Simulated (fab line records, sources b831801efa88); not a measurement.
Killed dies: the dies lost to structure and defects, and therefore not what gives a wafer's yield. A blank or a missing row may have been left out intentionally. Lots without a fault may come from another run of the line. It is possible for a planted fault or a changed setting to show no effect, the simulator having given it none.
Struck lot and sound lot, side by side || flow sky130 || 14 steps out of a route of 708
Sound: wafers L190.2, L190.5, L190.6. Wafers L197.1, L197.4, L197.5 were the ones struck. The cause comes at the end.
Each step with rows lists, per side, the tool, then ch with its chambers, then its first start. Under that, the readings that differ: sound wafers || struck wafers || difference of the means || sigmas: that difference in standard deviations of wafers without a fault.
alike: words and numbers the same on both sides, and readings whose means are apart by under 2 such deviations; not compared: readings that were withheld, readings missing a value for some wafer, numbers with overlapping values and no deviation given by the record, and bounds like >300 which may hide the same value.
Wherever a step has rows on one side only, a row that says differs or no value, or a row with sigmas, the two part there. When numbers do not overlap yet have no deviation, they are printed without sigmas and do not part them. A reading that every wafer of one side lacks parts them only if that side has two wafers or more.

SKY_NWELL_OVL_MEAS_10:
  sound on overlay-02 at day 6 15:48; struck on overlay-02 at day 8 10:46
  alike: NWELL_00_OVL
then, 3 steps without rows for these wafers: SKY_NWELL_IMPLANT_11; SKY_NWELL_IMPLANT_12; SKY_NWELL_IMPLANT_13.
SKY_NWELL_STRIP_14: strips in O2/N2.
  sound on plasma_asher-03 ch 0,1, day 6 16:17; struck on plasma_asher-03 ch 0, day 8 11:14
{"reading": "strip_time_to_endpoint_s (s)", "sound": "36.88 36.77 36.81", "struck": "36.58 36.60 36.62", "difference": -0.22, "sigmas": -2}
  alike: drypump_motor_current_A, o2_flow_sccm, oes_product_au
  not compared: rf_hours_counter_h
SKY_NWELL_TW_MEAS_15:
  sound on film_metro-01 at day 6 16:23; struck on film_metro-04 at day 8 11:20
  alike: NWELL_TW
then, 6 steps without rows for these wafers: SKY_NWELL_DEHYDRATE_16 (time 60 s); SKY_NWELL_HMDS_17 (prime time 60 s); SKY_NWELL_COAT_18 (resist thk 3000 nm); SKY_NWELL_SOFTBAKE_19; SKY_NWELL_EXPOSE_20 (exposes mask NWM COMPLEMENT, target cd 840 nm); SKY_NWELL_PEB_21.
SKY_NWELL_DEVELOP_22: develop time 60 s.
  struck on litho_track-02, day 9 08:00; sound on litho_track-01 ch 0, day 7 12:00
  no value came back on the struck wafers for chill_plate_temp_C (C), develop_time_s (s), exhaust_pa (Pa); on the sound wafers chill_plate_temp_C (C) reads 23.10 22.99 23.03
SKY_NWELL_OVL_MEAS_23:
  sound on overlay-01 at day 7 12:44; struck on overlay-02 at day 9 08:34
{"reading": "NWELL_01_OVL (nm)", "sound": "1.3 -1.0 1.7", "struck": "- - -", "difference": "no value on the struck wafers", "sigmas": ""}

## WHERE THEY PART
Last at SKY_NWELL_OVL_MEAS_23 as far as this record goes, first at SKY_NWELL_STRIP_14.

WHY: the cause the simulator had injected
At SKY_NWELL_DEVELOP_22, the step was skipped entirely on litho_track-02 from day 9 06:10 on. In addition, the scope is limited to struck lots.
